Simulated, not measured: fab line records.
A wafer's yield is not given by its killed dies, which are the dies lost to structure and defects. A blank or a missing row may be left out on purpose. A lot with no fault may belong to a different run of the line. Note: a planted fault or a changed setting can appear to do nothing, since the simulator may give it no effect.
Comparing a struck lot with a sound one :: flow sky130 :: 44 steps out of a route of 708
Sound: wafers L195.2, L195.3, L195.6. Struck: wafer L207.5 (L207.1, L207.6, from the same lot, were not struck and are left out); the cause is given at the end.
Order at every step that has rows: each side's tool, ch and its chambers, its first start. Under that, the readings that differ: sound wafers :: struck wafers :: difference of the means :: sigmas: that difference in standard deviations of wafers without a fault.
alike: readings whose means differ by less than 2 such deviations, and words and numbers that are the same on both sides. not compared: withheld readings, readings that some wafer has no value for, bounds like >300 that may hide the same value, and numbers for which the record gives no deviation and whose values overlap.
A row with sigmas, a row that says differs or no value, or rows on one side alone: a step with any of these is where the two part. Numbers that have no deviation but don't overlap get no sigmas and don't part them. Lack of a reading on every wafer of one side parts them only where that side has two or more wafers.

first, 2 steps without rows for these wafers: SKY_VIA2_CLEAN_18 (cleans in IPA, time 180 s); SKY_VIA2_CLEAN_19 (cleans in O3/DIW).
SKY_VIA2_SPUTTER_20: material TiN, target thk 20 nm, time 80 s.
  sound on pvdSputter-03 at day 37 14:16; struck on pvdSputter-01 at day 41 00:59
  alike: throttleValvePct
then, 1 step without rows for these wafers: SKY_VIA2_CVD_21 (deposits W, target thk 420 nm, time 126.4 s).
SKY_VIA2_RS_MEAS_22: measurement is done with a four-point probe.
  sound on filmMetro-04 at day 37 14:29; struck on filmMetro-04 at day 41 01:10
  alike: VIA2_W_RS
SKY_VIA2_THK_MEAS_23: measures by xrf.
  sound on filmMetro-04 at day 37 14:35; struck on filmMetro-04 at day 41 01:17
  alike: VIA2_W_THK
then, 1 step without rows for these wafers: SKY_VIA2_CMP_24 (polishes, stops on SiO2, t overpolish 20 s, target thk 0 nm).
SKY_METAL3_SPUTTER_00: material Ti, target thk 15 nm, time 10 s.
  sound on pvdSputter-04 at day 37 15:30; struck on pvdSputter-03 at day 41 01:39
  alike: throttleValvePct
then, 1 step without rows for these wafers: SKY_METAL3_SPUTTER_01 (material TiN, target thk 20 nm, time 16.7 s).
SKY_METAL3_SPUTTER_02: material AlCu, target thk 735 nm, time 39.1 s.
  sound on pvdSputter-04 at day 37 15:33; struck on pvdSputter-03 at day 41 01:42
  alike: throttleValvePct
then, 2 steps without rows for these wafers: SKY_METAL3_SPUTTER_03 (material Ti, target thk 5 nm, time 3.3 s); SKY_METAL3_SPUTTER_04 (material TiN, target thk 70 nm, time 58.3 s).
SKY_CAPM_CVD_00: deposits SiO2, target thk 15.5 nm.
  sound on pecvd-03 ch 0,2, day 37 15:39; struck on pecvd-04 ch 2, day 41 01:49
reading: model.SiO2_of_CAPM_CVD_00.thkNm (nm)
sound: 15.5 15.27 15.79
struck: 6.376
difference: -9.144
sigmas: 
  alike: heaterPowerOuterW, heaterPowerW
SKY_CAPM_THK_MEAS_01:
  sound on filmMetro-03 at day 37 15:41; struck on filmMetro-03 at day 41 01:52
reading: CAPM_CVD_00_THK (nm)
sound: 15.51 15.28 15.82
struck: 6.34
difference: -9.20
sigmas: -42
then, 1 step without rows for these wafers: SKY_CAPM_SPUTTER_02 (material TiN, target thk 200 nm, time 166.7 s).
SKY_CAPM_RS_MEAS_03: measurement is done with a four-point probe.
  sound on filmMetro-02 at day 37 15:52; struck on filmMetro-03 at day 41 02:02
  alike: CAPM_TIN_RS
SKY_CAPM_THK_MEAS_04: measures by xrf.
  sound on filmMetro-02 at day 37 15:59; struck on filmMetro-03 at day 41 02:09
  alike: CAPM_TIN_THK
then, 7 steps without rows for these wafers: SKY_CAPM_DEHYDRATE_05 (time 60 s); SKY_CAPM_HMDS_06 (prime time 60 s); SKY_CAPM_COAT_07 (resist thk 1140 nm); SKY_CAPM_SOFTBAKE_08 (time 60 s); SKY_CAPM_EXPOSE_09 (exposes mask CAPM, target cd 1000 nm); SKY_CAPM_PEB_10; SKY_CAPM_DEVELOP_11 (develop time 60 s).
SKY_CAPM_OVL_MEAS_12:
  sound on overlay-02 at day 38 17:50; struck on overlay-02 at day 42 01:17
  alike: CAPM_OVL
SKY_CAPM_METAL_ETCH_13: etches TiN in Cl2/BCl3, stops on SiO2, target depth 220 nm, time 62.9 s.
  sound on rieMetal-04 ch 0,1, day 38 17:52; struck on rieMetal-01 ch 1, day 42 01:20
  alike: chamberPressureMTorr, drypumpMotorCurrentA, mfcCl2Sccm, oesProductAu, throttleValvePct
  not compared: rfHoursCounterH
then, 12 steps without rows for these wafers: SKY_CAPM_STRIP_14 (strips in O2/N2); SKY_CAPM_STRIP_15 (strips in post etch residue remover, time 1200 s); SKY_CAPM_CLEAN_16 (cleans in IPA, time 180 s); SKY_CAPM_CLEAN_17 (cleans in O3/DIW); SKY_METAL3_DEHYDRATE_05 (time 60 s); SKY_METAL3_HMDS_06 (prime time 60 s); SKY_METAL3_COAT_07 (resist thk 60 nm); SKY_METAL3_COAT_08 (resist thk 1140 nm); SKY_METAL3_SOFTBAKE_09 (time 90 s); SKY_METAL3_EXPOSE_10 (exposes mask MM3, target cd 300 nm); SKY_METAL3_PEB_11; SKY_METAL3_DEVELOP_12 (develop time 60 s).
SKY_METAL3_CD_MEAS_13: the cd target is 300 nm.
  sound on cdSem-02 at day 39 17:59; struck on cdSem-02 at day 43 01:07
  alike: cdNm
SKY_METAL3_OVL_MEAS_14:
  sound on overlay-01 at day 39 18:05; struck on overlay-02 at day 43 01:14
  alike: METAL3_OVL
then, 1 step without rows for these wafers: SKY_METAL3_DESCUM_15 (chemistry O2, time 8 s).
SKY_METAL3_ETCH_16: etches BARC in N2/H2, stops on SiO2, time 88.2 s, target depth 60 nm.
  sound on rieMetal-02 ch 0, day 39 18:13; struck on rieMetal-02 ch 1, day 43 01:19
  alike: chamberPressureMTorr, drypumpMotorCurrentA, oesProductAu, throttleValvePct
  not compared: rfHoursCounterH
SKY_METAL3_ETCH_17: etches SiO2 in C4F8/O2/Ar, stops on TiN, time 3.9 s, target depth 15 nm.
  sound on rieDiel-03 ch 0,2,3, day 39 18:23; struck on rieDiel-04 ch 2, day 43 01:25
reading: chamberPressureMTorr (mTorr)
sound: 40.09 40.02 40.00
struck: 39.96
difference: -0.08
sigmas: -2

reading: oesProductAu (a.u.)
sound: 0.755 0.756 0.759
struck: 0.530
difference: -0.227
sigmas: -31

reading: model.etch.depthNm (nm)
sound: 15.5 15.27 15.79
struck: 6.376
difference: -9.144
sigmas: 
  not compared: rfHoursCounterH
-- the record jumps here: 6 days lie between the struck wafers' starts before and after (it left off in module METAL3 and takes up again in module PAD_OPEN, whose first step shown is number 708 of the route) --
SKY_PAD_OPEN_PROBE_99:
  sound on prober-01 at day 46 22:34; struck on prober-02 at day 49 11:21
reading: killedAtFrontEnd
sound: 17 11 15
struck: 24
difference: +10
sigmas: +2

reading: model.etest.tester.sortNPass
sound: 398 400 406
struck: 0
difference: -401
sigmas: 

reading: model.etest.tester.sortYieldPct (%)
sound: 80.89 81.3 82.52
struck: 0
difference: -82
sigmas: 

reading: model.etest.tester.sort_bin_4_pct (%)
sound: 0 0 0
struck: 62.14
difference: +62.14
sigmas: 

reading: model.etest.tester.sort_bin_5_pct (%)
sound: 10.98 8.537 11.79
struck: 29.32
difference: +18.88
sigmas: 

reading: model.etest.capMim.bvV (V)
sound: 13.9 13.83 13.93
struck: 5.717
difference: -8.170
sigmas: 

reading: model.etest.capMim.leakLog10ACm2
sound: -9.071 -8.776 -9.008
struck: -3.201
difference: +5.751
sigmas: 

reading: model.etest.capMim.cFfUm2
sound: 2.344 2.374 2.321
struck: 5.726
difference: +3.380
sigmas: 

reading: model.etest.tester.sort_bin_8_pct (%)
sound: 0 0 0
struck: 5.443e-102
difference: +5.443e-102
sigmas: 
  alike: defectLimitedYield, killed_at_M0_to_M3, killed_at_M4_up, killedAtContacts, killedAtOther, killedDies, killedOnRim, killedOpen, killedShort

## WHERE THEY PART
Last at SKY_PAD_OPEN_PROBE_99 as far as this record goes, first at SKY_CAPM_THK_MEAS_01.

WHY: whatever the simulator had introduced
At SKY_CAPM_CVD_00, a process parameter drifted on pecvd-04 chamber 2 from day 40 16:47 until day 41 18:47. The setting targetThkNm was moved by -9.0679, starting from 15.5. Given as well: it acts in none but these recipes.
